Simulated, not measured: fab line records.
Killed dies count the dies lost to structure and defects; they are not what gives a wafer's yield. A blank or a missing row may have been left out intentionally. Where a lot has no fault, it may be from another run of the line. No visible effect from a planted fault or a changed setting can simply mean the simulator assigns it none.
Which tool did it? || flow sfq line || 45 wafers sampled from 15 lots at 1 step of a route of 325

== WHAT THE GAUGES SHOWED, per wafer ==
Not one reading of a measure or inspect step in the record can be checked against a usual standard deviation.

== WHICH TOOL RAN EACH LOT (tool, then ch and the chambers of the sampled wafers, then the start) ==
{"lot": "L988", "SFQ_TRILAYER_I2_VIA_LITHO_EXPOSE_068": "krf scanner-02 ch 0, day 39 13:16"}
{"lot": "L989", "SFQ_TRILAYER_I2_VIA_LITHO_EXPOSE_068": "krf scanner-02 ch 0, day 39 16:16"}
{"lot": "L991", "SFQ_TRILAYER_I2_VIA_LITHO_EXPOSE_068": "krf scanner-02 ch 0, day 39 18:28"}
{"lot": "L993", "SFQ_TRILAYER_I2_VIA_LITHO_EXPOSE_068": "krf scanner-02 ch 0, day 40 04:04"}
{"lot": "L995", "SFQ_TRILAYER_I2_VIA_LITHO_EXPOSE_068": "krf scanner-02 ch 0, day 40 12:16"}
{"lot": "L996", "SFQ_TRILAYER_I2_VIA_LITHO_EXPOSE_068": "krf scanner-02 ch 0, day 42 01:15"}
{"lot": "L997", "SFQ_TRILAYER_I2_VIA_LITHO_EXPOSE_068": "krf scanner-02 ch 0, day 42 02:39"}
{"lot": "L998", "SFQ_TRILAYER_I2_VIA_LITHO_EXPOSE_068": "krf scanner-02 ch 0, day 42 07:39"}
{"lot": "L999", "SFQ_TRILAYER_I2_VIA_LITHO_EXPOSE_068": "krf scanner-02 ch 0, day 43 00:03"}
{"lot": "L100", "SFQ_TRILAYER_I2_VIA_LITHO_EXPOSE_068": "krf scanner-02, day 43 02:27"}
{"lot": "L101", "SFQ_TRILAYER_I2_VIA_LITHO_EXPOSE_068": "krf scanner-02, day 43 21:51"}
{"lot": "L102", "SFQ_TRILAYER_I2_VIA_LITHO_EXPOSE_068": "krf scanner-02, day 44 02:51"}
{"lot": "L104", "SFQ_TRILAYER_I2_VIA_LITHO_EXPOSE_068": "krf scanner-02 ch 0, day 44 13:15"}
{"lot": "L108", "SFQ_TRILAYER_I2_VIA_LITHO_EXPOSE_068": "krf scanner-02 ch 0, day 46 15:29"}
{"lot": "L109", "SFQ_TRILAYER_I2_VIA_LITHO_EXPOSE_068": "krf scanner-02 ch 0, day 46 22:53"}
- SFQ_TRILAYER_I2_VIA_LITHO_EXPOSE_068: exposes mask I2, target cd 500 nm.

== AS READ BY THE TOOLS THEMSELVES (means over the sampled wafers that have a number; for cases with no such wafer, the mark the record gives instead) ==
SFQ_TRILAYER_I2_VIA_LITHO_EXPOSE_068. Usual: exposure dose mJ cm2 21.298, standard deviation 0.022; focus offset nm -0.1 nm, standard deviation 0.5.
{"lot": "L988", "tool": "krf scanner-02", "exposure dose mJ cm2": 21.306, "focus offset nm (nm)": -0.2, "flag": ""}
{"lot": "L989", "tool": "krf scanner-02", "exposure dose mJ cm2": 21.288, "focus offset nm (nm)": 0.3, "flag": ""}
{"lot": "L991", "tool": "krf scanner-02", "exposure dose mJ cm2": 21.302, "focus offset nm (nm)": -0.5, "flag": ""}
{"lot": "L993", "tool": "krf scanner-02", "exposure dose mJ cm2": 21.283, "focus offset nm (nm)": -0.3, "flag": ""}
{"lot": "L995", "tool": "krf scanner-02", "exposure dose mJ cm2": 21.328, "focus offset nm (nm)": -0.3, "flag": ""}
{"lot": "L996", "tool": "krf scanner-02", "exposure dose mJ cm2": 21.307, "focus offset nm (nm)": -0.0, "flag": ""}
{"lot": "L997", "tool": "krf scanner-02", "exposure dose mJ cm2": 21.298, "focus offset nm (nm)": 0.0, "flag": ""}
{"lot": "L998", "tool": "krf scanner-02", "exposure dose mJ cm2": 21.306, "focus offset nm (nm)": -0.9, "flag": ""}
{"lot": "L999", "tool": "krf scanner-02", "exposure dose mJ cm2": 21.285, "focus offset nm (nm)": -0.1, "flag": ""}
{"lot": "L100", "tool": "krf scanner-02", "exposure dose mJ cm2": "-", "focus offset nm (nm)": "-", "flag": "OFF"}
{"lot": "L101", "tool": "krf scanner-02", "exposure dose mJ cm2": "-", "focus offset nm (nm)": "-", "flag": "OFF"}
{"lot": "L102", "tool": "krf scanner-02", "exposure dose mJ cm2": "-", "focus offset nm (nm)": "-", "flag": "OFF"}
{"lot": "L104", "tool": "krf scanner-02", "exposure dose mJ cm2": 21.272, "focus offset nm (nm)": 0.1, "flag": ""}
{"lot": "L108", "tool": "krf scanner-02", "exposure dose mJ cm2": 21.270, "focus offset nm (nm)": -0.5, "flag": ""}
{"lot": "L109", "tool": "krf scanner-02", "exposure dose mJ cm2": 21.298, "focus offset nm (nm)": -0.4, "flag": ""}

== THE ANSWER, worked out from the rows above alone ==
Rule: lot off if the mean of its wafers having a number is beyond 3 standard deviations from the usual mean. A lot without any number at a reading at which 4 lots or more have one is off too. The other lots that the step has rows for count as sound. Order of review: gauges by route order, followed by the tools' own readings, for which a lot's mean as printed above is used. At the first step where some lot is off, the reading lying furthest off is the one used; lots without a number count as furthest.
Off at SFQ_TRILAYER_I2_VIA_LITHO_EXPOSE_068 (exposure dose mJ cm2): L100, L101, L102. Without a number there: L100, L101, L102.
A tool fits if, at that step or a process step before it, it ran every lot that is off, and no sound lot after the first of them. None of those tried fits.

== WHAT THE SIMULATOR HAD INSERTED ==
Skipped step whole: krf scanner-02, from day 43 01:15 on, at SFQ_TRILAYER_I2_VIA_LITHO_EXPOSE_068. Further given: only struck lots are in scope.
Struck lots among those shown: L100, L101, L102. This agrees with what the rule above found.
